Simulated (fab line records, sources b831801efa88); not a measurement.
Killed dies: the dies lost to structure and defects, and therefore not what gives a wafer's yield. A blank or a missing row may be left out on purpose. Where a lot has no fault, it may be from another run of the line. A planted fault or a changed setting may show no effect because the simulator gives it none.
A struck lot beside a sound one || flow gf180mcu || 16 out of 602 route steps
Sound: wafers L557.1, L557.3, L557.6. Wafers L559.1, L559.2, L559.5 were the ones struck. The cause is given at the end.
Each step with rows lists, per side, the tool, then ch with its chambers, then its first start. Under that, the readings that differ: sound wafers || struck wafers || difference of the means || sigmas: that difference in standard deviations of wafers without a fault.
alike: same words and numbers on both sides, and readings whose means sit less than 2 such deviations apart. not compared: any withheld reading, any reading some wafer has no value for, any bound like >300 that may hide the same value, and any number with overlapping values for which the record gives no deviation.
Wherever a step has rows on one side only, a row that says differs or no value, or a row with sigmas, the two part there. Numbers that have no deviation but don't overlap get no sigmas and don't part them. Lack of a reading on every wafer of one side parts them only where that side has two or more wafers.

GF_POLY_GATE_ETCH_13: etches poly-Si in HBr/Cl2, stops on SiO2, target depth 198.5 nm, time 69.6 s.
  sound on rie-si-01 ch 0,3, day 9 21:29; struck on rie-si-02 ch 0,1,3, day 10 12:45
  alike: drypump-motor-current-A, oes-product-au, throttle-valve-pct
  not compared: rf-hours-counter-h
GF_POLY_GATE_STRIP_14: strips in O2/N2.
  sound on plasma-asher-03 ch 0,1, day 9 21:32; struck on plasma-asher-03 ch 0,1, day 10 12:48
  alike: drypump-motor-current-A, heater-power-w, o2-flow-sccm, oes-product-au
  not compared: rf-hours-counter-h
then, 2 steps without rows for these wafers: GF_POLY_GATE_CLEAN_15 (cleans in SC1/SC2, time 150 s); GF_POLY_GATE_OXIDATION_16 (stabilise 600 s, purge 300 s, target thk 4 nm).
GF_POLY_GATE_THK_MEAS_17:
  struck on film-metro-04, day 10 14:12; sound on film-metro-02, day 9 23:00
  alike: POLY_GATE_OXIDATION_THK
GF_POLY_GATE_CD_MEAS_18:
  struck on cd-sem-01, day 10 14:16; sound on cd-sem-02, day 9 23:04
  alike: cd-nm
then, 6 steps without rows for these wafers: GF_HV_LDD_DEHYDRATE_00 (time 60 s); GF_HV_LDD_HMDS_01 (prime time 60 s); GF_HV_LDD_COAT_02 (resist thk 1000 nm); GF_HV_LDD_SOFTBAKE_03 (time 60 s); GF_HV_LDD_EXPOSE_04 (exposes mask Nplus LV AREA, target cd 400 nm); GF_HV_LDD_PEB_05.
GF_HV_LDD_DEVELOP_06: develop time 60 s.
  sound on litho-track-02 ch 0, day 10 16:41; struck on litho-track-02 ch 0, day 11 09:08
  alike: developer-temp-C
GF_HV_LDD_CD_MEAS_07 targets a cd of 400 nm.
  struck on cd-sem-02, day 11 09:21; sound on cd-sem-02, day 10 16:50
{"reading": "cd-nm (nm)", "sound": "402.0 400.2 400.7", "struck": "425.2 427.9 425.6", "difference": "+25.3", "sigmas": "+11"}
GF_HV_LDD_OVL_MEAS_08:
  struck on overlay-01, day 11 09:28; sound on overlay-01, day 10 16:58
  alike: HV_LDD_OVL
GF_PASSIVATION_PROBE_99:
  rows exist in the record for the sound wafers here (prober-01, day 29 17:23), none for the struck ones

## WHERE THEY PART
Last at GF_PASSIVATION_PROBE_99 as far as this record goes, first at GF_HV_LDD_CD_MEAS_07.

WHY: what had been put in by the simulator
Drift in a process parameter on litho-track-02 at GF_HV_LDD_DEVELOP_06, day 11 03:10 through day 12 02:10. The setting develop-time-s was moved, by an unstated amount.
